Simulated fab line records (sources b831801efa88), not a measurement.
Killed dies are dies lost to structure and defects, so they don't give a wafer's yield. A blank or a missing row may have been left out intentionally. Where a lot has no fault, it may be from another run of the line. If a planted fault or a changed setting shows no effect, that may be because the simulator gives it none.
What tool caused it? ; flow gf180mcu ; 24 lots, 72 wafers sampled, at 6 steps of a route of 602

== WHAT THE GAUGES SHOWED, per wafer ==
GF_VT_IMPLANT_TW_MEAS_43.
lot;measured;on;VT_IMPLANT_4_TW
L074;day 7 10:30;filmMetro-02;685 689 689
L075;day 7 19:05;filmMetro-02;685 692 690
L076;day 8 02:44;filmMetro-02;687 690 692
L077;day 8 08:47;filmMetro-02;692 690 690
L078;day 8 17:23;filmMetro-01;693 693 692
L079;day 8 22:32;filmMetro-02;691 692 690
L080;day 9 04:59;filmMetro-01;702 704 699
L081;day 9 15:19;filmMetro-04;702 704 701
L082;day 9 18:23;filmMetro-04;706 706 704
L083;day 9 22:46;filmMetro-01;699 701 704
L084;day 10 05:32;filmMetro-01;692 694 690
L085;day 10 15:54;filmMetro-01;693 692 693
L086;day 10 20:54;filmMetro-02;685 681 686
L087;day 11 03:35;filmMetro-01;699 696 695
L088;day 11 09:53;filmMetro-01;697 695 696
L089;day 11 16:41;filmMetro-01;700 702 697
L090;day 12 01:20;filmMetro-02;685 679 682
L091;day 12 05:50;filmMetro-02;684 682 681
L092;day 12 13:18;filmMetro-04;704 703 702
L093;day 12 22:29;filmMetro-01;696 694 694
L094;day 13 04:53;filmMetro-04;703 702 703
L095;day 13 07:54;filmMetro-04;700 701 699
L096;day 13 17:37;filmMetro-04;701 706 704
L097;day 14 02:21;filmMetro-01;697 698 697

GF_HV_LDD_CD_MEAS_31: the cd target is 400 nm.
lot;measured;on;cdNm (nm)
L074;day 11 09:35;cdSem-02;399.2 401.3 401.7
L075;day 11 22:16;cdSem-01;397.4 395.5 398.6
L076;day 12 04:04;cdSem-02;400.4 403.6 403.3
L077;day 12 12:37;cdSem-01;397.4 397.1 395.2
L078;day 13 01:46;cdSem-01;400.8 399.9 401.1
L079;day 13 10:38;cdSem-02;402.1 400.7 399.2
L080;day 13 15:25;cdSem-02;399.8 397.2 399.5
L081;day 13 23:17;cdSem-01;399.7 402.1 400.6
L082;day 14 05:43;cdSem-02;399.7 396.7 397.1
L083;day 14 08:51;cdSem-02;402.5 400.0 401.0
L084;day 14 14:13;cdSem-02;403.4 403.7 405.6
L085;day 15 01:46;cdSem-01;401.2 400.2 401.6
L086;day 15 10:43;cdSem-01;400.8 400.6 400.8
L087;day 15 17:39;cdSem-02;397.6 396.9 399.4
L088;day 16 00:31;cdSem-02;398.4 398.5 399.0
L089;day 16 08:30;cdSem-02;401.5 402.7 402.9
L090;day 16 17:01;cdSem-02;401.7 399.8 402.1
L091;day 17 01:11;cdSem-02;396.5 395.8 394.9
L092;day 17 06:31;cdSem-02;403.0 403.7 400.7
L093;day 17 17:43;cdSem-02;400.8 401.4 400.3
L094;day 18 01:56;cdSem-01;401.0 401.9 402.2
L095;day 18 08:35;cdSem-01;395.8 396.6 399.8
L096;day 18 15:14;cdSem-01;395.2 394.2 396.0
L097;day 19 01:47;cdSem-02;400.8 398.6 401.3

GF_HV_LDD_TW_MEAS_38.
lot;measured;on;HV_LDD_3_TW
L074;day 11 10:26;filmMetro-02;1415 1416 1410
L075;day 11 23:07;filmMetro-04;1459 1459 1459
L076;day 12 04:55;filmMetro-04;1465 1463 1461
L077;day 12 13:28;filmMetro-03;1426 1415 1420
L078;day 13 02:37;filmMetro-04;1462 1466 1470
L079;day 13 11:30;filmMetro-02;1419 1423 1424
L080;day 13 16:16;filmMetro-02;1421 1427 1426
L081;day 14 00:07;filmMetro-02;1418 1406 1415
L082;day 14 06:34;filmMetro-04;1469 1460 1460
L083;day 14 09:41;filmMetro-03;1427 1432 1434
L084;day 14 15:04;filmMetro-02;1415 1418 1410
L085;day 15 02:37;filmMetro-03;1428 1434 1433
L086;day 15 11:32;filmMetro-04;1460 1447 1460
L087;day 15 18:31;filmMetro-02;1417 1423 1428
L088;day 16 01:22;filmMetro-03;1440 1441 1434
L089;day 16 09:22;filmMetro-03;1436 1440 1438
L090;day 16 17:52;filmMetro-02;1418 1412 1414
L091;day 17 02:02;filmMetro-03;1436 1422 1429
L092;day 17 07:21;filmMetro-03;1434 1433 1429
L093;day 17 18:34;filmMetro-04;1470 1469 1469
L094;day 18 02:47;filmMetro-04;1450 1461 1467
L095;day 18 09:26;filmMetro-04;1463 1458 1463
L096;day 18 16:05;filmMetro-04;1457 1457 1455
L097;day 19 02:38;filmMetro-02;1415 1418 1419

GF_HV_LDD_RS_MEAS_53: the measuring method here is four-point-probe.
lot;measured;on;HV_LDD_RS (ohm/sq)
L074;day 12 05:39;filmMetro-04;413.9 413.1 413.4
L075;day 12 19:25;filmMetro-02;414.1 414.9 414.9
L076;day 13 01:05;filmMetro-03;414.3 414.1 414.3
L077;day 13 09:23;filmMetro-04;414.7 415.1 413.6
L078;day 13 22:57;filmMetro-02;412.9 414.2 414.9
L079;day 14 08:48;filmMetro-02;414.1 413.5 414.0
L080;day 14 13:48;filmMetro-04;414.7 414.8 414.3
L081;day 14 20:53;filmMetro-02;415.7 414.8 415.3
L082;day 15 03:37;filmMetro-02;414.1 414.8 414.1
L083;day 15 07:22;filmMetro-02;414.1 413.7 414.4
L084;day 15 12:40;filmMetro-04;414.1 415.1 414.6
L085;day 16 00:49;filmMetro-02;415.0 414.9 414.5
L086;day 16 09:13;filmMetro-04;414.1 413.9 414.1
L087;day 16 17:50;filmMetro-03;414.8 415.0 414.3
L088;day 17 00:29;filmMetro-04;413.6 413.6 414.1
L089;day 17 08:27;filmMetro-04;414.0 413.9 414.2
L090;day 17 17:34;filmMetro-04;413.5 413.6 413.7
L091;day 18 00:05;filmMetro-04;413.2 413.9 414.1
L092;day 18 05:31;filmMetro-03;413.4 414.2 413.2
L093;day 18 17:24;filmMetro-03;414.6 414.7 414.0
L094;day 19 02:53;filmMetro-04;414.0 413.7 415.1
L095;day 19 09:44;filmMetro-03;415.3 415.3 414.7
L096;day 19 17:07;filmMetro-03;413.9 414.4 414.8
L097;day 20 03:38;filmMetro-04;413.3 414.2 415.5

== WHICH TOOL RAN EACH LOT (tool, then ch and the chambers of the sampled wafers, then the start) ==
lot;GF_DUAL_GATE_STRIP_13;GF_HV_LDD_STRIP_49
L074;plasmaAsher-01 ch 0,1, day 8 05:41;plasmaAsher-02 ch 0,1, day 12 05:18
L075;plasmaAsher-03 ch 0,1, day 8 13:32;plasmaAsher-01 ch 1, day 12 19:09
L076;plasmaAsher-02 ch 0,1, day 8 21:44;plasmaAsher-01 ch 0,1, day 13 00:48
L077;plasmaAsher-01 ch 0,1, day 9 04:19;plasmaAsher-02 ch 0,1, day 13 09:07
L078;plasmaAsher-02 ch 0,1, day 9 13:07;plasmaAsher-01 ch 0,1, day 13 22:39
L079;plasmaAsher-03 ch 0,1, day 9 23:06;plasmaAsher-02 ch 0,1, day 14 08:31
L080;plasmaAsher-02 ch 0,1, day 10 07:37;plasmaAsher-04 ch 0,1, day 14 13:31
L081;plasmaAsher-01 ch 0,1, day 10 13:37;plasmaAsher-01 ch 0,1, day 14 20:37
L082;plasmaAsher-02 ch 0,1, day 10 16:07;plasmaAsher-02 ch 0,1, day 15 03:21
L083;plasmaAsher-02 ch 0,1, day 10 20:26;plasmaAsher-02 ch 0,1, day 15 07:05
L084;plasmaAsher-03 ch 0,1, day 11 01:20;plasmaAsher-02 ch 0,1, day 15 12:22
L085;plasmaAsher-01 ch 0,1, day 11 12:47;plasmaAsher-01 ch 0,1, day 16 00:31
L086;plasmaAsher-01 ch 0,1, day 11 18:52;plasmaAsher-02 ch 0,1, day 16 08:56
L087;plasmaAsher-02 ch 0,1, day 12 00:32;plasmaAsher-02 ch 0,1, day 16 17:34
L088;plasmaAsher-02 ch 0,1, day 12 07:28;plasmaAsher-02 ch 0,1, day 17 00:11
L089;plasmaAsher-03 ch 0,1, day 12 14:47;plasmaAsher-04 ch 0,1, day 17 08:10
L090;plasmaAsher-03 ch 0,1, day 12 23:38;plasmaAsher-01 ch 0,1, day 17 17:17
L091;plasmaAsher-03 ch 1, day 13 03:38;plasmaAsher-02 ch 0,1, day 17 23:46
L092;plasmaAsher-02 ch 0,1, day 13 11:27;plasmaAsher-01 ch 0,1, day 18 05:13
L093;plasmaAsher-02 ch 0,1, day 13 20:50;plasmaAsher-01 ch 0,1, day 18 17:07
L094;plasmaAsher-02 ch 0,1, day 14 04:25;plasmaAsher-02 ch 0,1, day 19 02:35
L095;plasmaAsher-02 ch 1, day 14 07:43;plasmaAsher-01 ch 0,1, day 19 09:26
L096;plasmaAsher-01 ch 0,1, day 14 16:08;plasmaAsher-04 ch 0,1, day 19 16:50
L097;plasmaAsher-02 ch 0,1, day 15 01:32;plasmaAsher-04 ch 0,1, day 20 03:20
- GF_DUAL_GATE_STRIP_13: strips in O2/N2.
- GF_HV_LDD_STRIP_49: strips in O2/N2.

== AS READ BY THE TOOLS THEMSELVES (means over the sampled wafers that have a number; for cases with no such wafer, the mark the record gives instead) ==
GF_DUAL_GATE_STRIP_13.
lot;tool;drypumpMotorCurrentA (A);heaterPowerW (W);oesProductAu (a.u.);stripTimeToEndpointS (s)
L074;plasmaAsher-01;5.7;330;0.714;12.63
L075;plasmaAsher-03;5.9;363;0.716;12.62
L076;plasmaAsher-02;6.1;299;0.715;12.64
L077;plasmaAsher-01;5.7;317;0.711;12.61
L078;plasmaAsher-02;6.2;301;0.713;12.63
L079;plasmaAsher-03;5.8;360;0.717;12.64
L080;plasmaAsher-02;6.2;294;0.715;12.63
L081;plasmaAsher-01;5.8;287;0.720;12.54
L082;plasmaAsher-02;6.2;298;0.717;12.60
L083;plasmaAsher-02;5.9;310;0.715;12.66
L084;plasmaAsher-03;5.9;366;0.716;12.65
L085;plasmaAsher-01;5.7;323;0.717;12.65
L086;plasmaAsher-01;5.7;329;0.719;12.70
L087;plasmaAsher-02;6.2;298;0.714;12.57
L088;plasmaAsher-02;5.9;312;0.722;12.54
L089;plasmaAsher-03;6.1;352;0.714;12.63
L090;plasmaAsher-03;6.1;358;0.716;12.61
L091;plasmaAsher-03;6.3;356;0.713;12.65
L092;plasmaAsher-02;6.1;301;0.721;12.56
L093;plasmaAsher-02;6.1;297;0.715;12.62
L094;plasmaAsher-02;6.1;297;0.720;12.63
L095;plasmaAsher-02;5.6;324;0.715;12.62
L096;plasmaAsher-01;5.8;283;0.716;12.61
L097;plasmaAsher-02;5.9;313;0.717;12.64

GF_HV_LDD_STRIP_49.
lot;tool;drypumpMotorCurrentA (A);heaterPowerW (W);oesProductAu (a.u.);stripTimeToEndpointS (s)
L074;plasmaAsher-02;5.9;308;0.717;12.66
L075;plasmaAsher-01;5.7;362;0.713;12.63
L076;plasmaAsher-01;5.7;320;0.716;12.64
L077;plasmaAsher-02;6.2;299;0.714;12.72
L078;plasmaAsher-01;5.8;323;0.716;12.61
L079;plasmaAsher-02;6.1;298;0.721;12.65
L080;plasmaAsher-04;5.6;283;0.719;12.69
L081;plasmaAsher-01;5.8;290;0.715;12.64
L082;plasmaAsher-02;6.1;300;0.714;12.66
L083;plasmaAsher-02;5.9;310;0.716;12.66
L084;plasmaAsher-02;6.2;296;0.717;12.65
L085;plasmaAsher-01;5.8;286;0.719;12.65
L086;plasmaAsher-02;5.9;308;0.718;12.60
L087;plasmaAsher-02;6.2;296;0.718;12.58
L088;plasmaAsher-02;5.9;314;0.714;12.64
L089;plasmaAsher-04;5.6;284;0.719;12.65
L090;plasmaAsher-01;5.8;287;0.716;12.66
L091;plasmaAsher-02;5.9;310;0.716;12.65
L092;plasmaAsher-01;5.8;285;0.715;12.63
L093;plasmaAsher-01;5.7;323;0.716;12.68
L094;plasmaAsher-02;5.9;304;0.719;12.64
L095;plasmaAsher-01;5.8;288;0.715;12.66
L096;plasmaAsher-04;5.6;279;0.719;12.64
L097;plasmaAsher-04;5.6;276;0.715;12.64

== THE ANSWER, worked out from the rows above alone ==
Rule: the usual values come from the lots themselves. Put in order of their means at a reading, lots are off if they are a third of the lots or fewer, leave a main group of 4 or more, and stand apart from it by a gap of 3 or more times the standard deviation of the main group's means; of several such gaps the widest counts. A main group is skipped when, at the precision printed for the reading in the tables above, its means are all equal. Also off: a lot with no number at a reading for which 4 or more lots have one. The other lots that the step has rows for count as sound. After the gauges, taken in route order, come the tools' own readings; for these a lot's mean is taken, as printed above. At the first step where some lot is off, the reading lying furthest off is the one used; lots without a number count as furthest.
No lot is off on any of the readings shown, so nothing can be concluded from this.

== WHAT WAS PUT IN BY THE SIMULATOR ==
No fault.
